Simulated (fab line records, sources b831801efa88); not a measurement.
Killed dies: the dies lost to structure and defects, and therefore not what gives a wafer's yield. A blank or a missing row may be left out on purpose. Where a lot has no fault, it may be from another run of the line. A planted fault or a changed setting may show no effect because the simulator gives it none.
A lot that was struck, set against a sound lot | flow sky130 | 17 out of 708 route steps
Sound: these wafers, L614.2, L614.3, L614.4. Struck: wafers L626.2, L626.6. (L626.3 of the same lot was not struck and is left out.) The cause comes at the end.
At each step with rows: each side's tool, then ch and its chambers, then its first start. Under that, the readings that differ: sound wafers | struck wafers | difference of the means | sigmas: that difference in standard deviations of wafers without a fault.
alike: a reading whose means differ by less than 2 such deviations, as well as words and numbers matching on both sides. not compared: withheld readings; readings where some wafer has no value; bounds like >300 that might hide an equal value; numbers whose values overlap and for which the record gives no deviation.
Wherever a step has rows on one side only, a row that says differs or no value, or a row with sigmas, the two part there. Non-overlapping numbers with no deviation appear without sigmas and do not part them. Lack of a reading on every wafer of one side parts them only where that side has two or more wafers.

first, 3 steps without rows for these wafers: SKY_POLY_CUT_EXPOSE_05 (exposes mask NPCM, target cd 270 nm); SKY_POLY_CUT_PEB_06; SKY_POLY_CUT_DEVELOP_07 (develop time 60 s).
SKY_POLY_CUT_CD_MEAS_08: the cd target is 270 nm.
  struck on cdSem-01, day 28 12:43; sound on cdSem-02, day 23 23:31
  alike: cdNm
SKY_POLY_CUT_OVL_MEAS_09:
  struck on overlay-01, day 28 12:49; sound on overlay-02, day 23 23:37
  alike: POLY_CUT_OVL
SKY_POLY_CUT_ETCH_10: etches BARC in N2/H2, stops on SiO2, time 45.9 s, target depth 60 nm.
  sound on rieDiel-02 ch 0,1,2, day 23 23:39; struck on rieDiel-02 ch 0,3, day 28 12:51
  alike: drypumpMotorCurrentA, h2FlowSccm, oesProductAu, throttleValvePct
  not compared: rfHoursCounterH
SKY_POLY_CUT_ETCH_11: etches Si3N4 in CF4/CH2F2/Ar, stops on poly-Si, time 42.5 s, target depth 60 nm.
  sound on rieDiel-02 ch 0,1,2, day 23 23:41; struck on rieDiel-02 ch 0,3, day 28 12:53
  alike: drypumpMotorCurrentA, oesProductAu, throttleValvePct
  not compared: rfHoursCounterH
SKY_POLY_CUT_STRIP_12: strips in O2/N2.
  sound on plasmaAsher-02 ch 0,1, day 23 23:44; struck on plasmaAsher-04 ch 0,1, day 28 12:56
  alike: drypumpMotorCurrentA, oesProductAu, stripTimeToEndpointS
  not compared: rfHoursCounterH
then, 4 steps without rows for these wafers: SKY_SD_P_DEHYDRATE_00 (time 60 s); SKY_SD_P_HMDS_01 (prime time 60 s); SKY_SD_P_COAT_02 (resist thk 1140 nm); SKY_SD_P_SOFTBAKE_03 (time 60 s).
SKY_SD_P_EXPOSE_04: exposes mask PSDM, target cd 380 nm.
  sound on ilineStepper-01 ch 0, day 24 14:34; struck on ilineStepper-02 ch 0, day 29 03:09
  alike: mask
then, 2 steps without rows for these wafers: SKY_SD_P_PEB_05; SKY_SD_P_DEVELOP_06 (develop time 60 s).
SKY_SD_P_CD_MEAS_07: the cd target is 380 nm.
  struck on cdSem-01, day 29 16:37; sound on cdSem-01, day 25 05:19
reading   | sound             | struck      | difference | sigmas
cdNm (nm) | 378.4 376.9 379.3 | 354.3 354.0 | -24.1      | -8
SKY_SD_P_OVL_MEAS_08:
  struck on overlay-01, day 29 16:43; sound on overlay-01, day 25 05:25
  alike: SD_P_OVL

WHERE THEY PART
Only at SKY_SD_P_CD_MEAS_07, as far as this record shows. Later steps at which nothing parts them and some readings are alike: SKY_SD_P_OVL_MEAS_08.

WHY: the cause the simulator had injected
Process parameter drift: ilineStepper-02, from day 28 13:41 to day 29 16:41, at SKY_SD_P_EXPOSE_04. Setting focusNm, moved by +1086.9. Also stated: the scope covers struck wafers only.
